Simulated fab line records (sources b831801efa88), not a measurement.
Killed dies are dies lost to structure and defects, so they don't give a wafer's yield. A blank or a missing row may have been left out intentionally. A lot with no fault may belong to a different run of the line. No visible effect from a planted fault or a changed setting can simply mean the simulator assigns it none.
Comparing a struck lot with a sound one + flow sky130 + 35 steps out of a route of 708
Sound: wafers L295.3, L295.4, L295.5. Wafers struck: L311.1, L311.4, L311.6. At the end, the cause is stated.
At each step with rows: each side's tool, then ch and its chambers, then its first start. Under that, the readings that differ: sound wafers + struck wafers + difference of the means + sigmas: that difference in standard deviations of wafers without a fault.
alike: readings whose means differ by less than 2 such deviations, and words and numbers that are the same on both sides. not compared: withheld readings, readings that some wafer has no value for, bounds like >300 that may hide the same value, and numbers for which the record gives no deviation and whose values overlap.
A row with sigmas, a row that says differs or no value, or rows on one side alone: a step with any of these is where the two part. Numbers that have no deviation but don't overlap get no sigmas and don't part them. Lack of a reading on every wafer of one side parts them only where that side has two or more wafers.

first, 1 step without rows for these wafers: SKY_SD_N_IMPLANT_10.
SKY_SD_N_STRIP_11: strips in O2/N2.
  sound on plasma-asher-02 ch 0,1, day 28 15:50; struck on plasma-asher-03 ch 0,1, day 33 17:23
| reading               | sound             | struck            | difference | sigmas |
|-----------------------|-------------------|-------------------|------------|--------|
| oes-product-au (a.u.) | 0.535 0.530 0.528 | 0.520 0.521 0.525 | -0.009     | -2     |
  alike: chamber-pressure-mTorr, drypump-motor-current-A, strip-time-to-endpoint-s
  not compared: rf-hours-counter-h
SKY_SD_N_TW_MEAS_12:
  sound on film-metro-03, day 28 15:55; struck on film-metro-04, day 33 17:29
  alike: SD_N_TW
then, 2 steps without rows for these wafers: SKY_SD_N_CLEAN_13 (cleans in SC1/SC2, time 150 s); SKY_SD_N_RTA_14 (time 2 s).
SKY_SD_N_RS_MEAS_16: uses a four-point probe to measure.
  sound on film-metro-02, day 28 16:13; struck on film-metro-03, day 33 17:47
  alike: SD_N_RS
SKY_SD_N_RS_MEAS_17: uses a four-point probe to measure.
  sound on film-metro-02, day 28 16:20; struck on film-metro-03, day 33 17:54
  alike: SD_P_RS
SKY_SD_N_RS_MEAS_18: uses a four-point probe to measure.
  sound on film-metro-02, day 28 16:28; struck on film-metro-03, day 33 18:01
| reading               | sound             | struck            | difference | sigmas |
|-----------------------|-------------------|-------------------|------------|--------|
| RES_XHIGH_RS (ohm/sq) | 331.0 331.7 332.1 | 334.3 334.4 334.3 | +2.7       | +2     |
then, 2 steps without rows for these wafers: SKY_SALICIDE_CLEAN_00 (cleans in HF-last, time 30 s); SKY_LI_CONTACT_HDPCVD_00 (deposits PSG, target thk 930 nm, time 155 s).
SKY_LI_CONTACT_THK_MEAS_01:
  sound on film-metro-02, day 28 16:41; struck on film-metro-02, day 33 18:16
  alike: LI_CONTACT_HDPCVD_THK
SKY_LI_CONTACT_CMP_02: polishes PSG.
  sound on cmp-01 ch 1,3, day 28 16:43; struck on cmp-01 ch 0,1,2, day 33 18:19
| reading                                       | sound           | struck            | difference | sigmas |
|-----------------------------------------------|-----------------|-------------------|------------|--------|
| time-to-endpoint-s (s)                        | 32.9 29.3 32.9  | 36.6 38.2 39.0    | +6.2       | +2     |
| model.PSG_of_LI_CONTACT_HDPCVD_00.thk-nm (nm) | 599.2 597 597.4 | 535.8 536.8 536.6 | -61.5      |        |
  alike: motor-current-A
SKY_LI_CONTACT_BOW_MEAS_03:
  sound on film-metro-02, day 28 17:04; struck on film-metro-02, day 33 18:55
| reading             | sound    | struck | difference                    | sigmas |
|---------------------|----------|--------|-------------------------------|--------|
| LI_CONTACT_BOW (um) | 43 65 46 | - - -  | no value on the struck wafers |        |
  not compared: hold
then, 7 steps without rows for these wafers: SKY_LI_CONTACT_HMDS_05 (prime time 60 s); SKY_LI_CONTACT_COAT_06 (resist thk 60 nm); SKY_LI_CONTACT_COAT_07 (resist thk 450 nm); SKY_LI_CONTACT_SOFTBAKE_08 (time 90 s); SKY_LI_CONTACT_EXPOSE_09 (exposes mask LICM1, target cd 170 nm); SKY_LI_CONTACT_PEB_10; SKY_LI_CONTACT_DEVELOP_11 (develop time 60 s).
SKY_LI_CONTACT_CD_MEAS_12: target cd 170 nm.
  sound on cd-sem-02, day 29 22:02; struck on cd-sem-02, day 34 21:40
  alike: cd-nm
SKY_LI_CONTACT_OVL_MEAS_13:
  sound on overlay-01, day 29 22:07; struck on overlay-02, day 34 21:47
| reading             | sound       | struck  | difference | sigmas |
|---------------------|-------------|---------|------------|--------|
| LI_CONTACT_OVL (nm) | -14 -16 -14 | -2 3 -3 | +14        | +3     |
SKY_LI_CONTACT_ETCH_14: etches BARC in N2/H2, stops on SiO2, time 45.9 s, target depth 60 nm.
  sound on rie-diel-02 ch 0,3, day 29 22:08; struck on rie-diel-01 ch 0,2, day 34 21:49
  alike: chamber-pressure-mTorr, drypump-motor-current-A, oes-product-au, throttle-valve-pct
  not compared: rf-hours-counter-h
SKY_LI_CONTACT_ETCH_15: etches PSG in C4F8/O2/Ar, stops on Si, target depth 600 nm.
  sound on rie-diel-02 ch 0,3, day 29 22:11; struck on rie-diel-01 ch 0,2, day 34 21:52
| reading                                | sound             | struck            | difference | sigmas |
|----------------------------------------|-------------------|-------------------|------------|--------|
| oes-product-au (a.u.)                  | 0.841 0.831 0.829 | 0.788 0.789 0.790 | -0.045     | -9     |
| model.etch.depth-nm (nm)               | 599.2 597 597.4   | 535.8 536.8 536.6 | -61.5      |        |
| model.LI_CONTACT.feature-depth-nm (nm) | 599.2 597 597.4   | 535.8 536.8 536.6 | -61.5      |        |
  alike: chamber-pressure-mTorr
then, 4 steps without rows for these wafers: SKY_LI_CONTACT_STRIP_16 (strips in O2/N2); SKY_LI_CONTACT_CLEAN_17 (cleans in NMP, time 600 s); SKY_LI_CONTACT_PRE_CLEAN_18 (time 5.6 s); SKY_LI_CONTACT_SPUTTER_19 (material Ti, target thk 20 nm, time 106.37 s).
SKY_LI_CONTACT_SPUTTER_20: material TiN, target thk 20 nm, time 80 s.
  sound on pvd-sputter-04, day 29 22:38; struck on pvd-sputter-04, day 34 22:22
  alike: throttle-valve-pct
SKY_LI_CONTACT_CVD_21: deposits W, target thk 400 nm, time 120.56 s.
  sound on cvd-w-01 ch 0,1, day 29 22:44; struck on cvd-w-01 ch 0,1, day 34 22:26
  alike: chamber-pressure-Torr, heater-power-w
  not compared: since-wet-clean-h
SKY_LI_CONTACT_RS_MEAS_22: uses a four-point probe to measure.
  sound on film-metro-02, day 29 22:52; struck on film-metro-03, day 34 22:34
  alike: LI_CONTACT_W_RS
SKY_LI_CONTACT_THK_MEAS_23: measures by xrf.
  sound on film-metro-02, day 29 22:58; struck on film-metro-03, day 34 22:41
| reading               | sound       | struck      | difference | sigmas |
|-----------------------|-------------|-------------|------------|--------|
| LI_CONTACT_W_THK (nm) | 398 396 399 | 414 413 409 | +14        | +3     |
SKY_LI_CONTACT_CMP_24: polishes, stops on PSG, t overpolish 20 s, target thk 0 nm.
  sound on cmp-01 ch 0,1,3, day 29 23:01; struck on cmp-01 ch 0,2,3, day 34 22:47
| reading                                       | sound             | struck            | difference | sigmas |
|-----------------------------------------------|-------------------|-------------------|------------|--------|
| model.PSG_of_LI_CONTACT_HDPCVD_00.thk-nm (nm) | 589.8 587.6 587.9 | 526.3 527.3 527.2 | -61.5      |        |
  alike: motor-current-A
SKY_LOCAL_INTERCONNECT_SPUTTER_00: material TiN, target thk 100 nm, time 83.3 s.
  sound on pvd-sputter-02, day 29 23:19; struck on pvd-sputter-01, day 34 23:02
  alike: throttle-valve-pct
-- record jumps: 15 days separate the struck wafers' starts on either side; left off in module LOCAL_INTERCONNECT, taken up again in module PAD_OPEN, whose first shown step is the route's number 708 --
SKY_PAD_OPEN_PROBE_99:
  sound on prober-02, day 46 18:09; struck on prober-02, day 50 07:30
| reading                             | sound             | struck            | difference | sigmas |
|-------------------------------------|-------------------|-------------------|------------|--------|
| killed-at-other                     | 3 0 3             | 0 0 1             | -2         | -2     |
| model.etest.cap-li-to-poly.c-af-um2 | 99.44 98.1 100.7  | 118.8 119 121     | +20.2      |        |
| model.etest.licon-ndiff.rc-ohm      | 179 178.2 183.9   | 166.9 167.2 166.8 | -13.4      |        |
| model.etest.cap-li-to-well.c-af-um2 | 36.62 36.59 37.12 | 39.69 40.21 39.41 | +2.99      |        |
  alike: killed_at_M0_to_M3, killed_at_M4_up, killed-at-contacts, killed-at-front-end, killed-dies, killed-open, killed-short
  not compared: model.etest.licon-pdiff.rc-ohm, model.etest.licon-poly.rc-ohm

WHERE THEY PART
At SKY_SD_N_STRIP_11 first; at SKY_PAD_OPEN_PROBE_99 last (within this record only).

WHY: whatever the simulator had introduced
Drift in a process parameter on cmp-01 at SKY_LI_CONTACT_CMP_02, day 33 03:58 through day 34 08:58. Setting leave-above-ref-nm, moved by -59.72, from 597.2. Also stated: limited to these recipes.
